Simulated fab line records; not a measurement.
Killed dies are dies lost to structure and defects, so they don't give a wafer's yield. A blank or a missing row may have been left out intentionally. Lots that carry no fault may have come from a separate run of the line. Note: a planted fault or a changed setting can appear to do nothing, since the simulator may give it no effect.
Which tool was responsible? || flow sky130 || 15 lots, 45 wafers sampled, at 4 steps of a route of 708

## WHAT EACH GAUGE READ, for each wafer
The record lacks any reading of a measuring or inspecting step that a usual standard deviation could be used to judge.

## WHAT TOOL EACH LOT RAN ON (gives the tool, then ch and the chambers of the sampled wafers, and finally the start)
{"lot": "L811", "SKY_VIA2_CVD_21": "cvd-w-01 ch 0,1, day 36 11:19", "SKY_CAPM_STRIP_14": "plasma-asher-04 ch 0,1, day 37 14:45", "SKY_METAL3_DEVELOP_12": "litho-track-02 ch 0, day 38 16:00", "SKY_METAL3_STRIP_19": "plasma-asher-04 ch 0,1, day 38 17:23"}
{"lot": "L810", "SKY_VIA2_CVD_21": "cvd-w-02 ch 0,1, day 36 11:38", "SKY_CAPM_STRIP_14": "plasma-asher-01 ch 0,1, day 37 14:58", "SKY_METAL3_DEVELOP_12": "litho-track-03 ch 0, day 38 16:00", "SKY_METAL3_STRIP_19": "plasma-asher-02 ch 0,1, day 38 17:26"}
{"lot": "L812", "SKY_VIA2_CVD_21": "cvd-w-02 ch 0,1, day 36 20:03", "SKY_CAPM_STRIP_14": "plasma-asher-01 ch 0,1, day 37 22:50", "SKY_METAL3_DEVELOP_12": "litho-track-03 ch 0, day 38 23:00", "SKY_METAL3_STRIP_19": "plasma-asher-01 ch 0,1, day 39 00:16"}
{"lot": "L814", "SKY_VIA2_CVD_21": "cvd-w-01 ch 0,1, day 37 16:23", "SKY_CAPM_STRIP_14": "plasma-asher-04 ch 0,1, day 38 18:42", "SKY_METAL3_DEVELOP_12": "litho-track-03 ch 0, day 39 20:00", "SKY_METAL3_STRIP_19": "plasma-asher-04 ch 0,1, day 39 20:53"}
{"lot": "L815", "SKY_VIA2_CVD_21": "cvd-w-02 ch 0,1, day 37 19:01", "SKY_CAPM_STRIP_14": "plasma-asher-04 ch 0,1, day 38 21:14", "SKY_METAL3_DEVELOP_12": "litho-track-03 ch 0, day 39 23:00", "SKY_METAL3_STRIP_19": "plasma-asher-04 ch 0,1, day 39 23:40"}
{"lot": "L818", "SKY_VIA2_CVD_21": "cvd-w-02 ch 0,1, day 38 13:56", "SKY_CAPM_STRIP_14": "plasma-asher-04 ch 0, day 39 15:52", "SKY_METAL3_DEVELOP_12": "litho-track-03 ch 0, day 40 16:00", "SKY_METAL3_STRIP_19": "plasma-asher-04 ch 0,1, day 40 17:23"}
{"lot": "L821", "SKY_VIA2_CVD_21": "cvd-w-02 ch 0,1, day 39 19:16", "SKY_CAPM_STRIP_14": "plasma-asher-04 ch 0,1, day 40 21:01", "SKY_METAL3_DEVELOP_12": "litho-track-03, day 41 21:00", "SKY_METAL3_STRIP_19": "plasma-asher-01 ch 0,1, day 41 22:11"}
{"lot": "L823", "SKY_VIA2_CVD_21": "cvd-w-01 ch 0,1, day 40 02:07", "SKY_CAPM_STRIP_14": "plasma-asher-04 ch 0,1, day 41 03:10", "SKY_METAL3_DEVELOP_12": "litho-track-04, day 42 03:00", "SKY_METAL3_STRIP_19": "plasma-asher-04 ch 0,1, day 42 04:13"}
{"lot": "L822", "SKY_VIA2_CVD_21": "cvd-w-01 ch 0,1, day 40 14:35", "SKY_CAPM_STRIP_14": "plasma-asher-03 ch 0,1, day 41 15:06", "SKY_METAL3_DEVELOP_12": "litho-track-02, day 42 15:00", "SKY_METAL3_STRIP_19": "plasma-asher-04 ch 0,1, day 42 15:44"}
{"lot": "L824", "SKY_VIA2_CVD_21": "cvd-w-01 ch 0,1, day 40 18:08", "SKY_CAPM_STRIP_14": "plasma-asher-03 ch 0,1, day 41 18:59", "SKY_METAL3_DEVELOP_12": "litho-track-02 ch 0, day 42 18:00", "SKY_METAL3_STRIP_19": "plasma-asher-01 ch 0,1, day 42 19:31"}
{"lot": "L829", "SKY_VIA2_CVD_21": "cvd-w-02 ch 0,1, day 42 07:03", "SKY_CAPM_STRIP_14": "plasma-asher-03 ch 0,1, day 43 06:24", "SKY_METAL3_DEVELOP_12": "litho-track-02 ch 0, day 44 05:00", "SKY_METAL3_STRIP_19": "plasma-asher-04 ch 0,1, day 44 05:59"}
{"lot": "L830", "SKY_VIA2_CVD_21": "cvd-w-02 ch 0,1, day 42 10:34", "SKY_CAPM_STRIP_14": "plasma-asher-04 ch 0,1, day 43 10:35", "SKY_METAL3_DEVELOP_12": "litho-track-04 ch 0, day 44 09:00", "SKY_METAL3_STRIP_19": "plasma-asher-02 ch 0,1, day 44 10:00"}
{"lot": "L831", "SKY_VIA2_CVD_21": "cvd-w-01 ch 0, day 42 17:13", "SKY_CAPM_STRIP_14": "plasma-asher-04 ch 0, day 43 16:34", "SKY_METAL3_DEVELOP_12": "litho-track-04 ch 0, day 44 14:00", "SKY_METAL3_STRIP_19": "plasma-asher-02 ch 0,1, day 44 15:13"}
{"lot": "L832", "SKY_VIA2_CVD_21": "cvd-w-01 ch 0,1, day 43 01:01", "SKY_CAPM_STRIP_14": "plasma-asher-04 ch 0,1, day 44 01:07", "SKY_METAL3_DEVELOP_12": "litho-track-03 ch 0, day 44 23:00", "SKY_METAL3_STRIP_19": "plasma-asher-01 ch 0,1, day 45 00:05"}
{"lot": "L833", "SKY_VIA2_CVD_21": "cvd-w-02 ch 0,1, day 43 08:43", "SKY_CAPM_STRIP_14": "plasma-asher-03 ch 0,1, day 44 07:23", "SKY_METAL3_DEVELOP_12": "litho-track-03 ch 0, day 45 05:00", "SKY_METAL3_STRIP_19": "plasma-asher-01 ch 0,1, day 45 05:56"}
- SKY_VIA2_CVD_21: deposits W, target thk 420 nm, time 126.4 s.
- SKY_CAPM_STRIP_14: strips in O2/N2.
- SKY_METAL3_DEVELOP_12: develop time 60 s.
- SKY_METAL3_STRIP_19: strips in O2/N2.

## AS READ BY THE TOOLS THEMSELVES (means over the sampled wafers that have a number; for cases with no such wafer, the mark the record gives instead)
SKY_VIA2_CVD_21.
{"lot": "L811", "tool": "cvd-w-01", "heater-power-w (W)": 899}
{"lot": "L810", "tool": "cvd-w-02", "heater-power-w (W)": 1013}
{"lot": "L812", "tool": "cvd-w-02", "heater-power-w (W)": 952}
{"lot": "L814", "tool": "cvd-w-01", "heater-power-w (W)": 900}
{"lot": "L815", "tool": "cvd-w-02", "heater-power-w (W)": 935}
{"lot": "L818", "tool": "cvd-w-02", "heater-power-w (W)": 1010}
{"lot": "L821", "tool": "cvd-w-02", "heater-power-w (W)": 949}
{"lot": "L823", "tool": "cvd-w-01", "heater-power-w (W)": 780}
{"lot": "L822", "tool": "cvd-w-01", "heater-power-w (W)": 787}
{"lot": "L824", "tool": "cvd-w-01", "heater-power-w (W)": 812}
{"lot": "L829", "tool": "cvd-w-02", "heater-power-w (W)": 1007}
{"lot": "L830", "tool": "cvd-w-02", "heater-power-w (W)": 992}
{"lot": "L831", "tool": "cvd-w-01", "heater-power-w (W)": 739}
{"lot": "L832", "tool": "cvd-w-01", "heater-power-w (W)": 829}
{"lot": "L833", "tool": "cvd-w-02", "heater-power-w (W)": 948}

SKY_CAPM_STRIP_14.
{"lot": "L811", "tool": "plasma-asher-04", "chamber-pressure-mTorr (mTorr)": 1500.9, "drypump-motor-current-A (A)": 5.58, "oes-product-au (a.u.)": 0.713, "strip-time-to-endpoint-s (s)": 12.65}
{"lot": "L810", "tool": "plasma-asher-01", "chamber-pressure-mTorr (mTorr)": 1500.6, "drypump-motor-current-A (A)": 5.39, "oes-product-au (a.u.)": 0.710, "strip-time-to-endpoint-s (s)": 12.67}
{"lot": "L812", "tool": "plasma-asher-01", "chamber-pressure-mTorr (mTorr)": 1499.6, "drypump-motor-current-A (A)": 5.30, "oes-product-au (a.u.)": 0.708, "strip-time-to-endpoint-s (s)": 12.61}
{"lot": "L814", "tool": "plasma-asher-04", "chamber-pressure-mTorr (mTorr)": 1499.4, "drypump-motor-current-A (A)": 5.48, "oes-product-au (a.u.)": 0.712, "strip-time-to-endpoint-s (s)": 12.62}
{"lot": "L815", "tool": "plasma-asher-04", "chamber-pressure-mTorr (mTorr)": 1499.6, "drypump-motor-current-A (A)": 5.59, "oes-product-au (a.u.)": 0.711, "strip-time-to-endpoint-s (s)": 12.62}
{"lot": "L818", "tool": "plasma-asher-04", "chamber-pressure-mTorr (mTorr)": 1500.5, "drypump-motor-current-A (A)": 5.69, "oes-product-au (a.u.)": 0.708, "strip-time-to-endpoint-s (s)": 12.69}
{"lot": "L821", "tool": "plasma-asher-04", "chamber-pressure-mTorr (mTorr)": 1501.3, "drypump-motor-current-A (A)": 5.60, "oes-product-au (a.u.)": 0.709, "strip-time-to-endpoint-s (s)": 12.57}
{"lot": "L823", "tool": "plasma-asher-04", "chamber-pressure-mTorr (mTorr)": 1500.2, "drypump-motor-current-A (A)": 5.59, "oes-product-au (a.u.)": 0.705, "strip-time-to-endpoint-s (s)": 12.56}
{"lot": "L822", "tool": "plasma-asher-03", "chamber-pressure-mTorr (mTorr)": 1499.4, "drypump-motor-current-A (A)": 5.79, "oes-product-au (a.u.)": 0.711, "strip-time-to-endpoint-s (s)": 12.68}
{"lot": "L824", "tool": "plasma-asher-03", "chamber-pressure-mTorr (mTorr)": 1501.2, "drypump-motor-current-A (A)": 5.79, "oes-product-au (a.u.)": 0.714, "strip-time-to-endpoint-s (s)": 12.67}
{"lot": "L829", "tool": "plasma-asher-03", "chamber-pressure-mTorr (mTorr)": 1500.2, "drypump-motor-current-A (A)": 5.79, "oes-product-au (a.u.)": 0.709, "strip-time-to-endpoint-s (s)": 12.60}
{"lot": "L830", "tool": "plasma-asher-04", "chamber-pressure-mTorr (mTorr)": 1499.4, "drypump-motor-current-A (A)": 5.48, "oes-product-au (a.u.)": 0.708, "strip-time-to-endpoint-s (s)": 12.57}
{"lot": "L831", "tool": "plasma-asher-04", "chamber-pressure-mTorr (mTorr)": 1501.1, "drypump-motor-current-A (A)": 5.69, "oes-product-au (a.u.)": 0.711, "strip-time-to-endpoint-s (s)": 12.70}
{"lot": "L832", "tool": "plasma-asher-04", "chamber-pressure-mTorr (mTorr)": 1498.9, "drypump-motor-current-A (A)": 5.58, "oes-product-au (a.u.)": 0.709, "strip-time-to-endpoint-s (s)": 12.72}
{"lot": "L833", "tool": "plasma-asher-03", "chamber-pressure-mTorr (mTorr)": 1498.8, "drypump-motor-current-A (A)": 5.61, "oes-product-au (a.u.)": 0.707, "strip-time-to-endpoint-s (s)": 12.66}

SKY_METAL3_DEVELOP_12.
{"lot": "L811", "tool": "litho-track-02", "chill-plate-temp-C (C)": 22.98}
{"lot": "L810", "tool": "litho-track-03", "chill-plate-temp-C (C)": 23.02}
{"lot": "L812", "tool": "litho-track-03", "chill-plate-temp-C (C)": 23.04}
{"lot": "L814", "tool": "litho-track-03", "chill-plate-temp-C (C)": 22.98}
{"lot": "L815", "tool": "litho-track-03", "chill-plate-temp-C (C)": 22.87}
{"lot": "L818", "tool": "litho-track-03", "chill-plate-temp-C (C)": 22.91}
{"lot": "L821", "tool": "litho-track-03", "chill-plate-temp-C (C)": "-"}
{"lot": "L823", "tool": "litho-track-04", "chill-plate-temp-C (C)": "-"}
{"lot": "L822", "tool": "litho-track-02", "chill-plate-temp-C (C)": "-"}
{"lot": "L824", "tool": "litho-track-02", "chill-plate-temp-C (C)": 22.88}
{"lot": "L829", "tool": "litho-track-02", "chill-plate-temp-C (C)": 23.09}
{"lot": "L830", "tool": "litho-track-04", "chill-plate-temp-C (C)": 23.02}
{"lot": "L831", "tool": "litho-track-04", "chill-plate-temp-C (C)": 23.01}
{"lot": "L832", "tool": "litho-track-03", "chill-plate-temp-C (C)": 23.03}
{"lot": "L833", "tool": "litho-track-03", "chill-plate-temp-C (C)": 23.00}

SKY_METAL3_STRIP_19.
{"lot": "L811", "tool": "plasma-asher-04", "chamber-pressure-mTorr (mTorr)": 1500.0, "drypump-motor-current-A (A)": 5.60, "oes-product-au (a.u.)": 0.504, "strip-time-to-endpoint-s (s)": 6.47}
{"lot": "L810", "tool": "plasma-asher-02", "chamber-pressure-mTorr (mTorr)": 1498.5, "drypump-motor-current-A (A)": 5.48, "oes-product-au (a.u.)": 0.503, "strip-time-to-endpoint-s (s)": 6.64}
{"lot": "L812", "tool": "plasma-asher-01", "chamber-pressure-mTorr (mTorr)": 1498.5, "drypump-motor-current-A (A)": 5.39, "oes-product-au (a.u.)": 0.491, "strip-time-to-endpoint-s (s)": 6.38}
{"lot": "L814", "tool": "plasma-asher-04", "chamber-pressure-mTorr (mTorr)": 1500.1, "drypump-motor-current-A (A)": 5.48, "oes-product-au (a.u.)": 0.503, "strip-time-to-endpoint-s (s)": 6.51}
{"lot": "L815", "tool": "plasma-asher-04", "chamber-pressure-mTorr (mTorr)": 1500.0, "drypump-motor-current-A (A)": 5.50, "oes-product-au (a.u.)": 0.500, "strip-time-to-endpoint-s (s)": 6.48}
{"lot": "L818", "tool": "plasma-asher-04", "chamber-pressure-mTorr (mTorr)": 1500.0, "drypump-motor-current-A (A)": 5.51, "oes-product-au (a.u.)": 0.501, "strip-time-to-endpoint-s (s)": 6.51}
{"lot": "L821", "tool": "plasma-asher-01", "chamber-pressure-mTorr (mTorr)": 1499.8, "drypump-motor-current-A (A)": 5.31, "oes-product-au (a.u.)": 0.504, "strip-time-to-endpoint-s (s)": 6.47}
{"lot": "L823", "tool": "plasma-asher-04", "chamber-pressure-mTorr (mTorr)": 1500.8, "drypump-motor-current-A (A)": 5.50, "oes-product-au (a.u.)": 0.509, "strip-time-to-endpoint-s (s)": 6.81}
{"lot": "L822", "tool": "plasma-asher-04", "chamber-pressure-mTorr (mTorr)": 1499.8, "drypump-motor-current-A (A)": 5.60, "oes-product-au (a.u.)": 0.503, "strip-time-to-endpoint-s (s)": 6.65}
{"lot": "L824", "tool": "plasma-asher-01", "chamber-pressure-mTorr (mTorr)": 1500.0, "drypump-motor-current-A (A)": 5.39, "oes-product-au (a.u.)": 0.503, "strip-time-to-endpoint-s (s)": 6.51}
{"lot": "L829", "tool": "plasma-asher-04", "chamber-pressure-mTorr (mTorr)": 1500.4, "drypump-motor-current-A (A)": 5.56, "oes-product-au (a.u.)": 0.494, "strip-time-to-endpoint-s (s)": 6.31}
{"lot": "L830", "tool": "plasma-asher-02", "chamber-pressure-mTorr (mTorr)": 1500.8, "drypump-motor-current-A (A)": 5.49, "oes-product-au (a.u.)": 0.510, "strip-time-to-endpoint-s (s)": 6.64}
{"lot": "L831", "tool": "plasma-asher-02", "chamber-pressure-mTorr (mTorr)": 1500.4, "drypump-motor-current-A (A)": 5.50, "oes-product-au (a.u.)": 0.505, "strip-time-to-endpoint-s (s)": 6.65}
{"lot": "L832", "tool": "plasma-asher-01", "chamber-pressure-mTorr (mTorr)": 1498.6, "drypump-motor-current-A (A)": 5.31, "oes-product-au (a.u.)": 0.504, "strip-time-to-endpoint-s (s)": 6.55}
{"lot": "L833", "tool": "plasma-asher-01", "chamber-pressure-mTorr (mTorr)": 1499.7, "drypump-motor-current-A (A)": 5.30, "oes-product-au (a.u.)": 0.507, "strip-time-to-endpoint-s (s)": 6.61}

## THE ANSWER, worked out from the rows above alone
Rule: the usual values come from the lots themselves. Put in order of their means at a reading, lots are off if they are a third of the lots or fewer, leave a main group of 4 or more, and stand apart from it by a gap of 3 or more times the standard deviation of the main group's means; of several such gaps the widest counts. If all means in a main group match to the digits the tables above print for the reading, that group is not used. Also off: a lot with no number at a reading for which 4 or more lots have one. All remaining lots with rows at the step are treated as sound. First the gauges in route order, then the tools' own readings, where a lot's mean is used as printed above. The first step at which some lot is off is used, and at that step the reading that is off furthest; a lot without a number counts as furthest.
Off: L821, L823, L822 (SKY_METAL3_DEVELOP_12, chill-plate-temp-C). Without a number there: L821, L823, L822. Main group: mean 22.99 C, sd 0.064.
If a tool, at that step or one of the process steps before it, ran each lot that is off and ran no sound lot following the first of them, it fits. Of those tried, none fits.

## WHAT THE SIMULATOR PUT IN
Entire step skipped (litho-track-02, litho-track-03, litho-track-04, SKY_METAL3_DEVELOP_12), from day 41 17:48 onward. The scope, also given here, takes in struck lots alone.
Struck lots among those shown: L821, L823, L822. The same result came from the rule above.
